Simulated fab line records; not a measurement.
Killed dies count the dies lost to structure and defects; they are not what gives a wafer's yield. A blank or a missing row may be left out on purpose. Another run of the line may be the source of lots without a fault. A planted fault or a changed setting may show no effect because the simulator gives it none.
Which tool did it?	flow gf180mcu	13 lots, 39 wafers sampled, at 4 steps of a route of 602

WHAT THE GAUGES SHOWED, per wafer
GF_STI_CD_MEAS_12: the cd target is 220 nm.
lot	measured	on	cd_nm (nm)
L371	day 2 06:31	cd_sem-02	220.2 219.3 220.3
L373	day 2 16:22	cd_sem-01	220.5 220.7 221.3
L374	day 2 22:03	cd_sem-02	217.6 219.2 217.5
L376	day 3 07:33	cd_sem-01	217.5 218.5 218.8
L377	day 3 13:28	cd_sem-02	222.8 221.7 223.5
L380	day 4 04:28	cd_sem-02	220.9 219.9 220.5
L381	day 4 11:40	cd_sem-02	222.0 221.4 220.6
L382	day 4 14:49	cd_sem-02	220.1 219.8 220.2
L384	day 5 01:14	cd_sem-01	219.3 219.1 218.8
L387	day 5 18:59	cd_sem-02	222.0 221.1 222.5
L389	day 6 02:43	cd_sem-01	220.8 220.8 220.2
L391	day 6 12:58	cd_sem-01	219.8 220.0 219.6
L393	day 7 00:58	cd_sem-02	220.1 220.7 220.0

GF_VT_IMPLANT_RS_MEAS_49: the measuring method here is four-point-probe.
lot	measured	on	MVPSD_RS (ohm/sq)
L371	day 7 21:26	film_metro-04	1170.7 1170.0 1169.1
L373	day 8 08:46	film_metro-04	1168.8 1169.1 1174.4
L374	day 8 14:13	film_metro-02	1169.4 1170.0 1169.5
L376	day 9 04:58	film_metro-02	1166.8 1169.4 1170.4
L377	day 9 13:17	film_metro-04	1169.3 1166.7 1164.8
L380	day 10 08:49	film_metro-04	1173.8 1168.5 1171.5
L381	day 10 15:13	film_metro-01	1166.0 1166.9 1166.1
L382	day 10 22:05	film_metro-04	1172.6 1169.0 1168.8
L384	day 11 12:02	film_metro-02	1198.3 1205.4 1159.9
L387	day 12 12:20	film_metro-01	1204.5 1167.7 1164.3
L389	day 13 00:49	film_metro-02	1210.7 1205.1 1165.0
L391	day 13 12:13	film_metro-01	1167.3 1170.3 1168.5
L393	day 14 04:31	film_metro-01	1170.2 1167.4 1170.0

GF_POLY_GATE_THK_MEAS_17.
lot	measured	on	POLY_GATE_OXIDATION_THK (nm)
L371	day 9 14:26	film_metro-02	3.87 3.82 3.89
L373	day 10 01:46	film_metro-01	3.97 3.96 4.02
L374	day 10 08:35	film_metro-02	3.98 4.01 4.02
L376	day 11 02:26	film_metro-03	3.96 3.95 3.92
L377	day 11 09:11	film_metro-03	4.09 4.14 4.13
L380	day 12 05:30	film_metro-03	4.03 4.06 4.19
L381	day 12 11:53	film_metro-02	3.86 3.97 3.90
L382	day 12 19:50	film_metro-03	3.89 3.94 3.90
L384	day 13 09:59	film_metro-02	3.95 3.97 3.95
L387	day 14 11:31	film_metro-01	4.01 4.05 4.00
L389	day 15 01:46	film_metro-03	3.99 4.07 4.06
L391	day 15 13:19	film_metro-03	4.05 3.97 3.94
L393	day 16 06:08	film_metro-03	3.87 3.85 3.91

EACH LOT AND THE TOOL THAT RAN IT (in order: tool; ch and the chambers of the sampled wafers; start)
lot	GF_MVPSD_IMPLANT_09
L371	implanter-02 ch 0, day 5 08:29
L373	implanter-01 ch 0, day 5 17:53
L374	implanter-04 ch 0, day 5 23:02
L376	implanter-01 ch 0, day 6 11:35
L377	implanter-01 ch 0, day 6 18:23
L380	implanter-01 ch 0, day 7 11:35
L381	implanter-01 ch 0, day 7 19:44
L382	implanter-02 ch 0, day 8 00:23
L384	implanter-01 ch 0, day 8 12:52
L387	implanter-01 ch 0, day 9 09:13
L389	implanter-01 ch 0, day 9 21:38
L391	implanter-04 ch 0, day 10 06:29
L393	implanter-04 ch 0, day 10 21:17
- GF_MVPSD_IMPLANT_09

WHAT THE TOOLS THEMSELVES READ (means of the sampled wafers that have a number; where no wafer has one, the mark that the record gives instead)
GF_MVPSD_IMPLANT_09.
lot	tool	beam_on_s (s)	faraday_current_uA
L371	implanter-02	9.85	28.6
L373	implanter-01	10.01	28.2
L374	implanter-04	10.07	28.0
L376	implanter-01	10.16	27.7
L377	implanter-01	10.05	28.0
L380	implanter-01	9.97	28.2
L381	implanter-01	9.88	28.5
L382	implanter-02	10.05	28.1
L384	implanter-01	9.99	28.1
L387	implanter-01	9.81	28.7
L389	implanter-01	10.18	27.7
L391	implanter-04	10.12	27.9
L393	implanter-04	9.86	28.6

THE ANSWER, worked out from the rows above alone
Rule: the lots themselves supply what counts as usual. The widest of any qualifying gaps counts: lots, ordered by their means at a reading, are off when they make up no more than a third of the lots, leave a main group of 4 or more, and stand apart from it by 3 or more times the standard deviation of that group's means. A main group whose means are all the same, to the digits that the tables above print for the reading, isn't used. Also off: a lot with no number at a reading for which 4 or more lots have one. All remaining lots with rows at the step are treated as sound. First the gauges in route order, then the tools' own readings, where a lot's mean is used as printed above. At the first step where some lot is off, the reading lying furthest off is the one used; lots without a number count as furthest.
Off: L384, L387, L389, seen at GF_VT_IMPLANT_RS_MEAS_49 (MVPSD_RS). For the main group the mean is 1169.2 ohm/sq and the standard deviation 1.5.
If a tool, at a process step before that reading, ran all the lots that are off and no sound lot after the first of them, it fits. The gauges at GF_VT_IMPLANT_RS_MEAS_49 are tried like those tools. One candidate fits, namely implanter-01 at GF_MVPSD_IMPLANT_09. Its last sound lot is L381 (day 7 19:44), its first lot that is off L384 (day 8 12:52): a fault that began between those two fits.

WHAT WAS PUT IN BY THE SIMULATOR
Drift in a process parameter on implanter-01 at GF_MVPSD_IMPLANT_09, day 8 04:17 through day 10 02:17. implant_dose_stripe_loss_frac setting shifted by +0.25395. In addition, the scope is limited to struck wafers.
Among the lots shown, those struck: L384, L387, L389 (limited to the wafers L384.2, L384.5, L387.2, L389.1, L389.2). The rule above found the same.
